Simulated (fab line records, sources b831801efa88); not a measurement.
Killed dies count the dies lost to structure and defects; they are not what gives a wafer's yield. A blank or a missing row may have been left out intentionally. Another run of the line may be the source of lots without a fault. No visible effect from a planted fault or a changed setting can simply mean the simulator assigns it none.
Matching of chambers ; flow gf180mcu ; GF_M5_ETCH_09 on rie diel-04 has 4 sister chambers
The step etches Si3N4 in CF4/O2, target depth 52 nm, time 11.6 s. 4 wafers are shown with their chamber, then 7 later ones without.

## WAFERS PAIRED WITH THEIR CHAMBERS
wafer;chamber;drypump motor current A (A)
L088.1;3;5.1
L088.5;1;5.4
L091.1;2;6.0
L091.2;0;6.2

## WAFERS WITH NO CHAMBER GIVEN
wafer;drypump motor current A (A)
L091.5;5.4
L096.1;5.3
L096.2;5.2
L096.3;6.0
L097.4;6.1
L097.5;5.4
L097.6;6.1

## CHAMBER TAKEN BY EACH
wafer;from the rows above;in truth
L091.5;1;1
L096.1;can't be placed: 1 or 3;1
L096.2;can't be placed: 3 or 1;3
L096.3;2;2
L097.4;can't be placed: 2 or 0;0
L097.5;1;1
L097.6;can't be placed: 2 or 0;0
Correctly placed: 3 of 7. Cannot be placed on the basis of these rows: 4; the candidates contain the true chamber in 4. Placed wrongly: 0.
How it was worked out, from the rows above alone: a wafer's distance from a chamber is the root of the sum, over the readings, of the square of ((its reading less the chamber's mean) divided by the reading's scatter). If the next closest chamber is less than 2 further off than the closest, the wafer can't be placed; otherwise it belongs to the closest. Each chamber's mean is taken over the wafers shown for it. The scatter (one wafer shown for each chamber): square how far every hidden wafer sits from the nearest shown wafer, average those squares and take the square root.
